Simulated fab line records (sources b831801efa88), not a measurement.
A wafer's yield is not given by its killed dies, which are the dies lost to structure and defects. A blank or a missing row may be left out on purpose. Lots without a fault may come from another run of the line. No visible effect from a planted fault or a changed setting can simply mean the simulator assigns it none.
fab line records + flow gf180mcu
record:
- lots: 14
- wafers: 42
- last_day: 34
route steps=602 shown POLY_GATE@175 HV_LDD@198 PSD@254
lots untouched by any fault: they come from a run of this same line in which no faults occurred
start_h: hours from the record's opening day to when the first of the lot's shown wafers began + wait_h: hours since the lot's step before + " unchanged from the row above + L1.1+2: one row covering several wafers at once + - no value, or no start given + * or withheld: withheld + < > ~ a bound
route shown NAME@n: names a module that has steps shown in the file, with the first one's number in the route + usual: mean/standard deviation of fault-free wafers + same: alike in all rows + chamber/n: place in a boat + sites: each site's reading + _std_site: their standard deviation + _edge_site: inner sites' mean taken away from outer sites' mean + radius_mm: for every site, how far away it sits from the centre of the wafer + mask NAME#n: copy n + behind: the most recent tool/chamber to have shaped the wafer + hold: why the lot went on hold/how many hours it stayed there/how the hold came to an end + device: the n, p or np transistor that did not switch + end of line: tests of these same wafers at the route's end + step lacking rows: just its recipe + killed: not the wafer's yield, but the dies lost to structure and defects at the first sort + map: the dies of a wafer, with x for killed, . for not killed, _ for no die there
set.NAME: the setting as run; set.NAME@STEP: as run at that earlier step + model.NAME: the simulator's own value behind a step, which no gauge read
one table for each step of the route and one row for each wafer, over a sample of lots
services: the hour from which a tool's chamber was out of use, counted from the record's first day as start_h (under 0 if before that day), plus the number of hours and why
== steps ==
step: GF_POLY_GATE_CD_MEAS_18
usual:
- cd_nm: 279.8/1.6
| lot.wafer | tool      | chamber | start_h | wait_h | cd_nm |
|-----------|-----------|---------|---------|--------|-------|
| L169.1    | cd_sem-01 | -       | 212.01  | 0.1    | 280.8 |
| L169.2    | "         | -       | "       | "      | 281.2 |
| L169.3    | "         | -       | "       | "      | 277.9 |
| L173.1    | cd_sem-02 | -       | 241.42  | 0.1    | 279.1 |
| L173.4    | "         | -       | "       | "      | 279.9 |
| L173.5    | "         | -       | "       | "      | 279.0 |
| L172.4    | cd_sem-01 | -       | 241.60  | 0.1    | 277.8 |
| L172.5    | "         | -       | "       | "      | 278.6 |
| L172.6    | "         | -       | "       | "      | 277.9 |
| L174.4    | cd_sem-02 | -       | 245.44  | 0.1    | 278.5 |
| L174.5    | "         | -       | "       | "      | 281.8 |
| L174.6    | "         | -       | "       | "      | 278.2 |
| L175.2    | cd_sem-02 | -       | 253.48  | 0.1    | 279.6 |
| L175.3    | "         | -       | "       | "      | 283.4 |
| L175.4    | "         | -       | "       | "      | 282.4 |
| L176.2    | cd_sem-02 | -       | 262.85  | 0.1    | 280.9 |
| L176.3    | "         | -       | "       | "      | 280.4 |
| L176.5    | "         | -       | "       | "      | 280.3 |
| L177.1    | cd_sem-02 | -       | 269.34  | 0.1    | 281.8 |
| L177.4    | "         | -       | "       | "      | 281.9 |
| L177.5    | "         | -       | "       | "      | 281.5 |
| L178.1    | cd_sem-01 | -       | 278.74  | 0.1    | 278.3 |
| L178.2    | "         | -       | "       | "      | 279.7 |
| L178.6    | "         | -       | "       | "      | 275.7 |
| L179.4    | cd_sem-01 | -       | 284.09  | 0.1    | 279.9 |
| L179.5    | "         | -       | "       | "      | 281.6 |
| L179.6    | "         | -       | "       | "      | 280.7 |
| L187.2    | cd_sem-02 | -       | 338.95  | 0.1    | 281.4 |
| L187.3    | "         | -       | "       | "      | 280.0 |
| L187.5    | "         | -       | "       | "      | 281.8 |
| L188.1    | cd_sem-02 | -       | 346.32  | 0.1    | 279.1 |
| L188.3    | "         | -       | "       | "      | 278.3 |
| L188.5    | "         | -       | "       | "      | 276.7 |
| L189.3    | cd_sem-02 | -       | 358.88  | 0.1    | 278.1 |
| L189.5    | "         | -       | "       | "      | 277.8 |
| L189.6    | "         | -       | "       | "      | 277.2 |
| L190.1    | cd_sem-01 | -       | 365.50  | 0.1    | 279.4 |
| L190.5    | "         | -       | "       | "      | 281.2 |
| L190.6    | "         | -       | "       | "      | 279.7 |
| L191.2    | cd_sem-02 | -       | 370.49  | 0.1    | 278.0 |
| L191.3    | "         | -       | "       | "      | 277.6 |
| L191.6    | "         | -       | "       | "      | 279.1 |
step: GF_HV_LDD_STRIP_22
recipe:
- chemistry: O2/N2
- power_w: 1400
- pressure_mtorr: 1500
- platen_temp_c: 250
- o2_flow_sccm: 3000
- n2_flow_sccm: 300
- overash_fraction: 0.5
usual:
- drypump_motor_current_A: 5.7/0.5
- heater_power_w: 349/53
- oes_product_au: 0.716/0.0046
- strip_time_to_endpoint_s: 12.64/0.034
| lot.wafer | tool            | chamber | start_h | wait_h | drypump_motor_current_A | heater_power_w | oes_product_au | rf_hours_counter_h | strip_time_to_endpoint_s |
|-----------|-----------------|---------|---------|--------|-------------------------|----------------|----------------|--------------------|--------------------------|
| L169.1    | plasma_asher-03 | 1       | 248.22  | 0.1    | 5.9                     | 301            | 0.720          | 53                 | 12.58                    |
| L169.2    | "               | 0       | "       | "      | 5.6                     | 355            | 0.714          | 53                 | 12.59                    |
| L169.3    | "               | 0       | "       | "      | 5.7                     | 359            | 0.717          | -                  | 12.60                    |
| L173.1    | plasma_asher-02 | 0       | 280.74  | 0.1    | 6.0                     | 345            | 0.712          | 67                 | 12.62                    |
| L173.4    | "               | 1       | "       | "      | 6.6                     | 403            | 0.719          | -                  | 12.63                    |
| L173.5    | "               | 0       | "       | "      | 6.0                     | 346            | 0.722          | -                  | 12.62                    |
| L172.4    | plasma_asher-03 | 1       | 281.07  | 0.1    | 5.9                     | 295            | 0.719          | -                  | 12.60                    |
| L172.5    | "               | 0       | "       | "      | 5.7                     | 351            | 0.715          | -                  | 12.62                    |
| L172.6    | "               | 1       | "       | "      | 5.9                     | 291            | 0.715          | -                  | 12.59                    |
| L174.4    | plasma_asher-03 | 1       | 284.78  | 0.1    | 6.0                     | 289            | 0.710          | -                  | 12.61                    |
| L174.5    | "               | 1       | "       | "      | 6.0                     | 288            | 0.727          | -                  | 12.64                    |
| L174.6    | "               | 0       | "       | "      | 5.7                     | 357            | 0.721          | -                  | 12.63                    |
| L175.2    | plasma_asher-03 | 1       | 294.74  | 0.1    | 5.9                     | 292            | 0.717          | 57                 | 12.65                    |
| L175.3    | "               | 0       | "       | "      | 5.6                     | 345            | 0.715          | -                  | 12.63                    |
| L175.4    | "               | 1       | "       | "      | 5.9                     | 293            | 0.720          | -                  | 12.65                    |
| L176.2    | plasma_asher-01 | 1       | 303.30  | 0.1    | 5.8                     | 421            | 0.718          | 18                 | 12.65                    |
| L176.3    | "               | 0       | "       | "      | 4.9                     | 296            | 0.714          | -                  | 12.65                    |
| L176.5    | "               | 0       | "       | "      | 4.9                     | 288            | 0.710          | -                  | 12.65                    |
| L177.1    | plasma_asher-01 | 0       | 310.19  | 0.1    | 4.9                     | 289            | 0.715          | 19                 | 12.65                    |
| L177.4    | "               | 1       | "       | "      | 5.8                     | 432            | 0.713          | -                  | 12.60                    |
| L177.5    | "               | 1       | "       | "      | 5.8                     | 425            | 0.709          | -                  | 12.65                    |
| L178.1    | plasma_asher-02 | 0       | 321.00  | 0.1    | 6.0                     | 349            | 0.717          | 71                 | 12.68                    |
| L178.2    | "               | 1       | "       | "      | 6.6                     | 393            | 0.719          | 71                 | 12.67                    |
| L178.6    | "               | 0       | "       | "      | 6.0                     | 347            | 0.713          | -                  | 12.69                    |
| L179.4    | plasma_asher-02 | 0       | 327.52  | 0.1    | 6.0                     | 350            | 0.712          | -                  | 12.58                    |
| L179.5    | "               | 1       | "       | "      | 6.6                     | 404            | 0.715          | -                  | 12.61                    |
| L179.6    | "               | 0       | "       | "      | 6.1                     | 345            | 0.716          | -                  | 12.59                    |
| L187.2    | plasma_asher-01 | 1       | 385.34  | 0.1    | 5.8                     | 420            | 0.716          | 25                 | 12.63                    |
| L187.3    | "               | 0       | "       | "      | 4.9                     | 289            | 0.715          | -                  | 12.63                    |
| L187.5    | "               | 1       | "       | "      | 5.8                     | 436            | 0.716          | -                  | 12.62                    |
| L188.1    | plasma_asher-02 | 0       | 391.95  | 0.1    | 6.0                     | 348            | 0.714          | 80                 | 12.68                    |
| L188.3    | "               | 1       | "       | "      | 6.6                     | 399            | 0.719          | -                  | 12.68                    |
| L188.5    | "               | 1       | "       | "      | 6.6                     | 391            | 0.721          | -                  | 12.67                    |
| L189.3    | plasma_asher-03 | 0       | 405.73  | 0.1    | 5.7                     | 362            | 0.706          | -                  | 12.63                    |
| L189.5    | "               | 1       | "       | "      | 5.9                     | 301            | 0.720          | -                  | 12.63                    |
| L189.6    | "               | 0       | "       | "      | 5.7                     | 346            | 0.713          | -                  | 12.64                    |
| L190.1    | plasma_asher-01 | 0       | 412.14  | 0.1    | 4.9                     | 291            | 0.722          | 28                 | 12.55                    |
| L190.5    | "               | 0       | "       | "      | 4.9                     | 293            | 0.717          | -                  | 12.62                    |
| L190.6    | "               | 1       | "       | "      | 5.8                     | 428            | 0.713          | -                  | 12.59                    |
| L191.2    | plasma_asher-01 | 1       | 416.44  | 0.1    | 5.8                     | 430            | 0.704          | 28                 | 12.62                    |
| L191.3    | "               | 0       | "       | "      | 4.9                     | 284            | 0.721          | -                  | 12.65                    |
| L191.6    | "               | 1       | "       | "      | 5.8                     | 416            | 0.715          | -                  | 12.65                    |
step: GF_PSD_DEVELOP_06
recipe:
- develop_time_s: 60
- dev_temp_c: 23
| lot.wafer  | tool           | chamber | start_h | wait_h |
|------------|----------------|---------|---------|--------|
| L169.1+2+3 | litho_track-04 | 0       | 333.49  | 0.1    |
| L173.1+4+5 | litho_track-01 | 0       | 370.74  | 0.1    |
| L172.4+5+6 | litho_track-04 | 0       | 372.11  | 0.1    |
| L174.4+5+6 | litho_track-04 | 0       | 377.61  | 0.1    |
| L175.2+3+4 | litho_track-01 | 0       | 388.32  | 0.1    |
| L176.2+3+5 | litho_track-01 | 0       | 397.27  | 0.1    |
| L177.1+4+5 | litho_track-02 | 0       | 404.99  | 0.1    |
| L178.1+2+6 | litho_track-01 | 0       | 417.44  | 0.1    |
| L179.4+5+6 | litho_track-01 | 0       | 422.97  | 0.1    |
| L187.2+3+5 | litho_track-04 | 0       | 485.41  | 0.1    |
| L188.1+3+5 | litho_track-04 | 0       | 491.59  | 0.1    |
| L189.3+5+6 | litho_track-01 | 0       | 506.59  | 0.1    |
| L190.1+5+6 | litho_track-01 | 0       | 512.09  | 0.1    |
| L191.2+3+6 | litho_track-01 | 0       | 516.51  | 0.1    |
step: GF_PSD_CD_MEAS_07
recipe:
- target_cd_nm: 400
usual:
- cd_nm: 400.4/1.9
| lot.wafer | tool      | chamber | start_h | wait_h | cd_nm |
|-----------|-----------|---------|---------|--------|-------|
| L169.1    | cd_sem-02 | -       | 333.64  | 0.1    | 399.2 |
| L169.2    | "         | -       | "       | "      | 400.1 |
| L169.3    | "         | -       | "       | "      | 400.2 |
| L173.1    | cd_sem-01 | -       | 370.89  | 0.1    | 397.8 |
| L173.4    | "         | -       | "       | "      | 399.0 |
| L173.5    | "         | -       | "       | "      | 399.3 |
| L172.4    | cd_sem-02 | -       | 372.25  | 0.1    | 403.8 |
| L172.5    | "         | -       | "       | "      | 405.0 |
| L172.6    | "         | -       | "       | "      | 404.5 |
| L174.4    | cd_sem-01 | -       | 377.75  | 0.1    | 401.5 |
| L174.5    | "         | -       | "       | "      | 401.1 |
| L174.6    | "         | -       | "       | "      | 400.8 |
| L175.2    | cd_sem-01 | -       | 388.46  | 0.1    | 401.8 |
| L175.3    | "         | -       | "       | "      | 400.9 |
| L175.4    | "         | -       | "       | "      | 401.6 |
| L176.2    | cd_sem-01 | -       | 397.41  | 0.1    | 401.4 |
| L176.3    | "         | -       | "       | "      | 400.7 |
| L176.5    | "         | -       | "       | "      | 399.6 |
| L177.1    | cd_sem-02 | -       | 405.21  | 0.2    | 401.9 |
| L177.4    | "         | -       | "       | "      | 401.2 |
| L177.5    | "         | -       | "       | "      | 400.0 |
| L178.1    | cd_sem-02 | -       | 417.59  | 0.1    | 410.9 |
| L178.2    | "         | -       | "       | "      | 412.4 |
| L178.6    | "         | -       | "       | "      | 398.7 |
| L179.4    | cd_sem-01 | -       | 423.10  | 0.1    | 408.0 |
| L179.5    | "         | -       | "       | "      | 396.3 |
| L179.6    | "         | -       | "       | "      | 398.3 |
| L187.2    | cd_sem-01 | -       | 485.56  | 0.1    | 401.5 |
| L187.3    | "         | -       | "       | "      | 402.5 |
| L187.5    | "         | -       | "       | "      | 403.1 |
| L188.1    | cd_sem-01 | -       | 491.74  | 0.1    | 401.8 |
| L188.3    | "         | -       | "       | "      | 401.8 |
| L188.5    | "         | -       | "       | "      | 402.2 |
| L189.3    | cd_sem-02 | -       | 506.73  | 0.1    | 400.1 |
| L189.5    | "         | -       | "       | "      | 401.1 |
| L189.6    | "         | -       | "       | "      | 401.6 |
| L190.1    | cd_sem-02 | -       | 512.24  | 0.1    | 402.1 |
| L190.5    | "         | -       | "       | "      | 401.2 |
| L190.6    | "         | -       | "       | "      | 402.4 |
| L191.2    | cd_sem-01 | -       | 516.66  | 0.1    | 399.2 |
| L191.3    | "         | -       | "       | "      | 400.0 |
| L191.6    | "         | -       | "       | "      | 400.4 |
step: GF_PSD_OVL_MEAS_08
usual:
- PSD_OVL: -0.3/1.3
| lot.wafer | tool       | chamber | start_h | wait_h | PSD_OVL[nm] |
|-----------|------------|---------|---------|--------|-------------|
| L169.1    | overlay-02 | -       | 333.76  | 0.1    | 1.1         |
| L169.2    | "          | -       | "       | "      | 0.9         |
| L169.3    | "          | -       | "       | "      | 2.1         |
| L173.1    | overlay-01 | -       | 371.01  | 0.1    | 0.8         |
| L173.4    | "          | -       | "       | "      | -0.3        |
| L173.5    | "          | -       | "       | "      | -1.2        |
| L172.4    | overlay-02 | -       | 372.33  | 0.1    | 0.0         |
| L172.5    | "          | -       | "       | "      | 0.3         |
| L172.6    | "          | -       | "       | "      | 1.2         |
| L174.4    | overlay-01 | -       | 377.83  | 0.1    | -3.2        |
| L174.5    | "          | -       | "       | "      | -1.8        |
| L174.6    | "          | -       | "       | "      | -2.3        |
| L175.2    | overlay-02 | -       | 388.57  | 0.1    | 1.5         |
| L175.3    | "          | -       | "       | "      | 1.6         |
| L175.4    | "          | -       | "       | "      | 1.1         |
| L176.2    | overlay-02 | -       | 397.52  | 0.1    | -0.4        |
| L176.3    | "          | -       | "       | "      | 1.0         |
| L176.5    | "          | -       | "       | "      | 0.1         |
| L177.1    | overlay-01 | -       | 405.33  | 0.1    | 1.7         |
| L177.4    | "          | -       | "       | "      | 0.4         |
| L177.5    | "          | -       | "       | "      | 0.9         |
| L178.1    | overlay-02 | -       | 417.71  | 0.1    | -1.5        |
| L178.2    | "          | -       | "       | "      | -0.6        |
| L178.6    | "          | -       | "       | "      | -0.2        |
| L179.4    | overlay-02 | -       | 423.18  | 0.1    | -1.6        |
| L179.5    | "          | -       | "       | "      | -1.1        |
| L179.6    | "          | -       | "       | "      | -0.6        |
| L187.2    | overlay-02 | -       | 485.66  | 0.1    | -1.5        |
| L187.3    | "          | -       | "       | "      | -0.2        |
| L187.5    | "          | -       | "       | "      | -0.9        |
| L188.1    | overlay-02 | -       | 491.86  | 0.1    | -0.3        |
| L188.3    | "          | -       | "       | "      | 0.5         |
| L188.5    | "          | -       | "       | "      | 1.0         |
| L189.3    | overlay-01 | -       | 506.82  | 0.1    | 1.3         |
| L189.5    | "          | -       | "       | "      | 2.4         |
| L189.6    | "          | -       | "       | "      | 1.2         |
| L190.1    | overlay-01 | -       | 512.36  | 0.1    | 0.8         |
| L190.5    | "          | -       | "       | "      | -0.4        |
| L190.6    | "          | -       | "       | "      | 0.2         |
| L191.2    | overlay-01 | -       | 516.76  | 0.1    | -1.1        |
| L191.3    | "          | -       | "       | "      | -1.5        |
| L191.6    | "          | -       | "       | "      | -1.6        |
== services ==
| tool            | chamber | start_h | hours | kind       |
|-----------------|---------|---------|-------|------------|
| plasma_asher-03 | -       | 253.89  | 1.1   | repair     |
| plasma_asher-01 | -       | 354.38  | 2.8   | pm         |
| plasma_asher-03 | -       | 354.69  | 1.9   | repair     |
| plasma_asher-01 | -       | 369.13  | 6.1   | repair     |
| plasma_asher-01 | -       | 374.88  | 0.7   | repair     |
| plasma_asher-02 | -       | 419.24  | 14.8  | repair     |
| plasma_asher-03 | -       | 421.25  | 9.0   | pm         |
| plasma_asher-03 | 0       | 421.25  | 9.0   | vent_cycle |
| plasma_asher-03 | 1       | 421.25  | 9.0   | vent_cycle |
| plasma_asher-01 | -       | 430.14  | 5.6   | repair     |
| plasma_asher-03 | 0       | 430.25  | -     | clean      |
| plasma_asher-03 | 1       | 430.25  | -     | clean      |
| plasma_asher-01 | -       | 468.72  | 3.4   | repair     |
| plasma_asher-03 | -       | 483.96  | 2.0   | repair     |
| plasma_asher-03 | -       | 487.15  | 1.6   | repair     |
| plasma_asher-03 | -       | 500.74  | 4.9   | repair     |
== key ==
first_sign:
- step: GF_PSD_CD_MEAS_07
- reading: cd_nm
- direction: up
- sigmas: 5.2
- usual: 400.4
- struck: 410.4
effect none on later readings
met_at GF_PSD_DEVELOP_06
struck_lots L178,L179
struck_wafers L178.1,L178.2,L179.4
tester_left_out L178,L179
not_acting_at GF_POLY_GATE_CD_MEAS_18,GF_HV_LDD_STRIP_22,GF_PSD_OVL_MEAS_08
onset_between 397.27 417.44
fault:
- kind: process_parameter_drift
- tool: litho_track-01
- chamber: -
- onset_h: 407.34
- steps: GF_PSD_DEVELOP_06
- channel: develop_time_s
- offset: *
- shape: step
- end_h: 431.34
- scope: struck_wafers_only
- acts_in: *
- stated: *
tester_left_out: of these lots the tester's yield and bins aren't shown, on N5 and GAA mostly nor the transistor test; their killed dies are dies lost to structure and defects alone, not to doping, threshold or leakage, so they don't give the yield
